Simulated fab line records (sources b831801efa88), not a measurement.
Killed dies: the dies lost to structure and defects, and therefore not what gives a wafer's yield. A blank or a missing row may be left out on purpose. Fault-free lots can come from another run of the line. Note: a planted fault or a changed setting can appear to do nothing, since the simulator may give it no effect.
Struck lot and sound lot, side by side -- flow sfq-line -- 3 steps out of a route of 325
Sound: wafers L770.1, L770.4, L770.6. The struck wafers were L762.1, L762.2, L762.5. At the end, the cause is stated.
Order at every step that has rows: each side's tool, ch and its chambers, its first start. Under that, the readings that differ: sound wafers -- struck wafers -- difference of the means -- sigmas: that difference in standard deviations of wafers without a fault.
alike: same words and numbers on both sides, and readings whose means sit less than 2 such deviations apart. not compared: any withheld reading, any reading some wafer has no value for, any bound like >300 that may hide the same value, and any number with overlapping values for which the record gives no deviation.
A row with sigmas, a row that says differs or no value, or rows on one side alone: a step with any of these is where the two part. When numbers do not overlap yet have no deviation, they are printed without sigmas and do not part them. A reading missing from all wafers of one side parts the sides only when that side holds two or more wafers.

SFQ_INCOMING_BOW_MEAS_900:
  sound: film-metro-03 at day 5 14:00; struck: film-metro-01 at day 3 22:00
  alike: INCOMING_BOW
SFQ_TRILAYER_INCOMING_OXIDATION_002: target thk 500 nm, ox time 4939 s.
  sound on furnace-01 ch 0, day 5 14:07; struck on furnace-02, day 3 22:07
  no value came back on the struck wafers for ox-temp-c (C), ox-temp-c-max; on the sound wafers ox-temp-c (C) reads 999.9 999.7 999.5
SFQ_TRILAYER_L0_DEP_SPUTTER_003: material MoNx KI, target thk 40 nm, time 100 s.
  sound: pvd-sputter-06 at day 5 16:29; struck: pvd-sputter-05 at day 4 00:29
  alike: throttle-valve-pct

## WHERE THEY PART
Within this record, at SFQ_TRILAYER_INCOMING_OXIDATION_002 only. Later steps at which nothing parts them and some readings are alike: SFQ_TRILAYER_L0_DEP_SPUTTER_003.

WHY: what the simulator had put in
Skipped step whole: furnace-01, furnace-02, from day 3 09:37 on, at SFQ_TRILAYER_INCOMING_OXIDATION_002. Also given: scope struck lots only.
